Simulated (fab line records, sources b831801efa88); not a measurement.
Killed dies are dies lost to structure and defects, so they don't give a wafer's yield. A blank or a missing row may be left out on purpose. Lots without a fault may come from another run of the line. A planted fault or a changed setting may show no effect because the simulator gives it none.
Which tool did it? | flow gf180mcu | 13 lots, 39 wafers sampled, at 5 steps of a route of 602

WHAT THE GAUGES READ, wafer by wafer
GF_CONTACT_RS_MEAS_25: measures by four-point-probe.
lot  | measured     | on            | CONTACT_W_RS (ohm/sq)
L478 | day 16 05:26 | film_metro-01 | 0.376 0.388 0.378
L479 | day 16 16:56 | film_metro-04 | 0.377 0.377 0.378
L483 | day 17 22:54 | film_metro-03 | 0.383 0.381 0.381
L484 | day 18 14:07 | film_metro-04 | 0.380 0.379 0.379
L485 | day 19 00:34 | film_metro-03 | 0.389 0.379 0.384
L490 | day 21 00:56 | film_metro-01 | 0.386 0.385 0.388
L492 | day 21 08:25 | film_metro-03 | 0.385 0.380 0.382
L493 | day 21 21:08 | film_metro-03 | 0.387 0.388 0.386
L494 | day 22 06:50 | film_metro-04 | 0.385 0.381 0.382
L495 | day 22 08:50 | film_metro-03 | 0.379 0.381 0.381
L497 | day 23 07:07 | film_metro-03 | 0.372 0.379 0.374
L498 | day 23 12:54 | film_metro-03 | 0.374 0.381 0.375
L499 | day 23 17:19 | film_metro-01 | 0.386 0.387 0.388

GF_M1_CD_MEAS_14: target cd 230 nm.
lot  | measured     | on        | cd_nm (nm)
L478 | day 17 04:47 | cd_sem-01 | 230.0 231.5 230.7
L479 | day 17 16:22 | cd_sem-02 | 229.2 229.4 228.4
L483 | day 19 00:22 | cd_sem-01 | 229.7 229.0 230.0
L484 | day 19 14:58 | cd_sem-01 | 230.7 230.3 231.2
L485 | day 20 01:26 | cd_sem-01 | 231.1 230.3 230.6
L490 | day 22 01:30 | cd_sem-02 | 228.9 230.0 229.0
L492 | day 22 08:19 | cd_sem-02 | 230.4 229.8 231.7
L493 | day 22 21:21 | cd_sem-02 | 229.9 230.0 229.7
L494 | day 23 06:10 | cd_sem-01 | 232.2 231.8 233.0
L495 | day 23 08:23 | cd_sem-01 | 231.1 229.6 231.0
L497 | day 24 06:09 | cd_sem-01 | 229.9 230.7 229.5
L498 | day 24 11:48 | cd_sem-01 | 226.8 228.8 229.1
L499 | day 24 15:56 | cd_sem-02 | 229.9 229.2 228.8

GF_V1_THK_MEAS_01.
lot  | measured     | on            | V1_CVD_00_THK (nm)
L478 | day 17 05:45 | film_metro-01 | 626 630 626
L479 | day 17 17:16 | film_metro-01 | 622 625 623
L483 | day 19 01:17 | film_metro-01 | 630 627 626
L484 | day 19 15:51 | film_metro-02 | 633 627 622
L485 | day 20 02:19 | film_metro-02 | 640 638 637
L490 | day 22 02:30 | film_metro-04 | 637 629 636
L492 | day 22 09:26 | film_metro-02 | 616 632 619
L493 | day 22 22:24 | film_metro-02 | 623 622 627
L494 | day 23 07:05 | film_metro-02 | 611 626 631
L495 | day 23 09:19 | film_metro-02 | 628 622 623
L497 | day 24 07:05 | film_metro-01 | 614 628 613
L498 | day 24 12:42 | film_metro-02 | 637 637 636
L499 | day 24 16:49 | film_metro-01 | 624 633 636

WHICH TOOL RAN EACH LOT (tool, then ch and the chambers of the sampled wafers, then the start)
lot  | GF_M1_COAT_09                     | GF_M1_STRIP_17
L478 | litho_track-04 ch 0, day 16 17:36 | plasma_asher-02 ch 0, day 17 05:06
L479 | litho_track-03 ch 0, day 17 04:12 | plasma_asher-02 ch 0,1, day 17 16:40
L483 | litho_track-01 ch 0, day 18 11:25 | plasma_asher-02 ch 0,1, day 19 00:39
L484 | litho_track-03 ch 0, day 19 03:00 | plasma_asher-03 ch 0,1, day 19 15:14
L485 | litho_track-03 ch 0, day 19 12:42 | plasma_asher-02 ch 0,1, day 20 01:43
L490 | litho_track-01 ch 0, day 21 12:52 | plasma_asher-03 ch 0,1, day 22 01:47
L492 | litho_track-01 ch 0, day 21 20:31 | plasma_asher-03 ch 0,1, day 22 08:44
L493 | litho_track-04 ch 0, day 22 09:31 | plasma_asher-02 ch 0,1, day 22 21:46
L494 | litho_track-01 ch 0, day 22 18:20 | plasma_asher-04 ch 0,1, day 23 06:25
L495 | litho_track-01 ch 0, day 22 20:51 | plasma_asher-03 ch 0,1, day 23 08:40
L497 | litho_track-01 ch 0, day 23 18:48 | plasma_asher-03 ch 0,1, day 24 06:26
L498 | litho_track-01 ch 0, day 24 00:39 | plasma_asher-04 ch 0,1, day 24 12:05
L499 | litho_track-01 ch 0, day 24 05:20 | plasma_asher-02 ch 0,1, day 24 16:13
- GF_M1_COAT_09: resist thk 1000 nm.
- GF_M1_STRIP_17: strips in O2/N2.

WHAT THE TOOLS THEMSELVES READ (means of the sampled wafers that have a number; where no wafer has one, the mark that the record gives instead)
GF_M1_STRIP_17.
lot  | tool            | drypump_motor_current_A (A) | heater_power_w (W) | oes_product_au (a.u.) | strip_time_to_endpoint_s (s)
L478 | plasma_asher-02 | 5.6                         | 317                | 0.537                 | 7.29
L479 | plasma_asher-02 | 6.0                         | 340                | 0.537                 | 7.39
L483 | plasma_asher-02 | 5.8                         | 333                | 0.535                 | 7.37
L484 | plasma_asher-03 | 6.2                         | 323                | 0.555                 | 7.79
L485 | plasma_asher-02 | 5.8                         | 329                | 0.552                 | 7.77
L490 | plasma_asher-03 | 6.4                         | 341                | 0.543                 | 7.47
L492 | plasma_asher-03 | 6.2                         | 326                | 0.537                 | 7.36
L493 | plasma_asher-02 | 6.0                         | 348                | 0.541                 | 7.49
L494 | plasma_asher-04 | 5.4                         | 351                | 0.532                 | 7.40
L495 | plasma_asher-03 | 6.4                         | 339                | 0.537                 | 7.39
L497 | plasma_asher-03 | 6.4                         | 342                | 0.540                 | 7.40
L498 | plasma_asher-04 | 6.0                         | 344                | 0.538                 | 7.39
L499 | plasma_asher-02 | 5.8                         | 330                | 0.538                 | 7.40

THE ANSWER, worked out from the rows above alone
Rule: what is usual is taken from the lots themselves. Put in order of their means at a reading, lots are off if they are a third of the lots or fewer, leave a main group of 4 or more, and stand apart from it by a gap of 3 or more times the standard deviation of the main group's means; of several such gaps the widest counts. A main group whose means are all the same, to the digits that the tables above print for the reading, isn't used. A lot without any number at a reading at which 4 lots or more have one is off too. The other lots that the step has rows for count as sound. The gauges are gone through in route order, then the tools' own readings, and for those a lot's mean is taken as printed above. The first step at which some lot is off is used, and at that step the reading that is off furthest; a lot without a number counts as furthest.
Off: L484, L485, at GF_M1_STRIP_17 (strip_time_to_endpoint_s). The main group: mean 7.40 s, standard deviation 0.05.
A tool fits if, at that step or a process step before it, it ran every lot that is off, and no sound lot after the first of them. One fits: litho_track-03 at GF_M1_COAT_09. Its last sound lot is L479 (day 17 04:12), its first lot that is off L484 (day 19 03:00): a fault that began between those two fits.

WHAT THE SIMULATOR HAD PUT IN
Process parameter drift: litho_track-03, from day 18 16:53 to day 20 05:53, at GF_M1_COAT_09. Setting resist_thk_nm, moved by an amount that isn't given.
Lots struck among those shown: L484, L485. The rule above found the same.
